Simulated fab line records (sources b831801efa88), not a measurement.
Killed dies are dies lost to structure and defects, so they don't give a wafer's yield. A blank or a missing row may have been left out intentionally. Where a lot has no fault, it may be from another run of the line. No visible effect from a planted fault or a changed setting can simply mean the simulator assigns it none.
A struck lot beside a sound one | flow sky130 | 17 steps out of a route of 708
Sound: the wafers L221.1, L221.3, L221.4. The struck wafers were L226.2, L226.5, L226.6. At the end, the cause is stated.
At each step with rows: each side's tool, then ch and its chambers, then its first start. Under that, the readings that differ: sound wafers | struck wafers | difference of the means | sigmas: that difference in standard deviations of wafers without a fault.
alike: words and numbers the same on both sides, and readings whose means are apart by under 2 such deviations; not compared: readings that were withheld, readings missing a value for some wafer, numbers with overlapping values and no deviation given by the record, and bounds like >300 which may hide the same value.
The two part at a step that has a row with sigmas, a row that says differs or no value, or rows on one side only. Non-overlapping numbers with no deviation appear without sigmas and do not part them. Lack of a reading on every wafer of one side parts them only where that side has two or more wafers.

SKY_LDD_HVP_TW_MEAS_10:
  struck on film metro-01, day 23 18:31; sound on film metro-03, day 22 02:28
  reading    | sound       | struck      | difference | sigmas
  LDD_HVP_TW | 449 450 450 | 466 465 465 | +16        | +2
then, 7 steps without rows for these wafers: SKY_LDD_LDN_DEHYDRATE_00 (time 60 s); SKY_LDD_LDN_HMDS_01 (prime time 60 s); SKY_LDD_LDN_COAT_02 (resist thk 1140 nm); SKY_LDD_LDN_SOFTBAKE_03 (time 60 s); SKY_LDD_LDN_EXPOSE_04 (exposes mask LDNTM, target cd 700 nm); SKY_LDD_LDN_PEB_05; SKY_LDD_LDN_DEVELOP_06 (develop time 60 s).
SKY_LDD_LDN_OVL_MEAS_07:
  struck on overlay-01, day 25 00:02; sound on overlay-01, day 23 08:56
  alike: LDD_LDN_OVL
then, 3 steps without rows for these wafers: SKY_LDD_LDN_IMPLANT_08; SKY_LDD_LDN_IMPLANT_09; SKY_LDD_LDN_IMPLANT_10.
SKY_LDD_LDN_IMPLANT_11:
  sound on implanter-01 ch 0, day 23 09:25; struck on implanter-01 ch 0, day 25 00:32
  reading                   | sound             | struck            | difference | sigmas
  implant ion amu           | 75 75 75          | 31 31 31          | -44        |
  model.implant.rp nm (nm)  | 12.91 12.91 12.91 | 23.25 23.25 23.25 | +10.34     |
  model.implant.drp nm (nm) | 5.933 5.933 5.933 | 10.9 10.9 10.9    | +5.0       |
  alike: beam on s
SKY_LDD_LDN_STRIP_12: strips in O2/N2.
  sound on plasma asher-01 ch 0,1, day 23 09:34; struck on plasma asher-01 ch 0,1, day 25 00:40
  alike: chamber pressure mTorr, drypump motor current A, oes product au, strip time to endpoint s
  not compared: rf hours counter h
SKY_LDD_LDN_TW_MEAS_13:
  struck on film metro-02, day 25 00:46; sound on film metro-04, day 23 09:40
  reading    | sound          | struck         | difference | sigmas
  LDD_LDN_TW | 1483 1479 1488 | 1439 1433 1426 | -51        | -3
then, 1 step without rows for these wafers: SKY_LDD_LDN_CLEAN_14 (cleans in SC1/SC2, time 150 s).
-- record jumps: 22 days separate the struck wafers' starts on either side; left off in module LDD_LDN, taken up again in module PAD_OPEN, whose first shown step is the route's number 708 --
SKY_PAD_OPEN_PROBE_99:
  struck on prober-01, day 47 05:48; sound on prober-02, day 46 06:50
  reading                                     | sound                   | struck                  | difference | sigmas
  model.etest.tip sonos.rs ohm sq             | 2657 2630 2674          | 1964 1984 1973          | -680       |
  model.etest.sonos uncharged.r on ohm um     | 811.6 812 807.5         | 794.9 786.5 784.2       | -21.8      |
  model.etest.sonos programmed.off log10 a um | -13.93 -13.89 -13.8     | -11.94 -11.91 -12.07    | +1.90      |
  model.etest.sonos programmed.vt v (V)       | 1.405 1.333 1.35        | 1.232 1.226 1.263       | -0.122     |
  model.etest.sonos uncharged.vt v (V)        | -0.4533 -0.4642 -0.4646 | -0.5199 -0.5522 -0.5584 | -0.0828    |
  model.etest.sonos baked.vt v (V)            | 0.9254 0.8358 0.8634    | 0.7422 0.7888 0.7533    | -0.1134    |
  model.etest.sonos erased.vt v (V)           | -2.23 -2.149 -2.219     | -2.336 -2.341 -2.343    | -0.141     |
  alike: killed_at_M0_to_M3, killed_at_M4_up, killed at contacts, killed at front end, killed at other, killed dies, killed open, killed short

WHERE THEY PART
At SKY_LDD_HVP_TW_MEAS_10 first; at SKY_LDD_LDN_TW_MEAS_13 last (within this record only). Later steps at which nothing parts them and some readings are alike: SKY_PAD_OPEN_PROBE_99.

WHY: what had been put in by the simulator
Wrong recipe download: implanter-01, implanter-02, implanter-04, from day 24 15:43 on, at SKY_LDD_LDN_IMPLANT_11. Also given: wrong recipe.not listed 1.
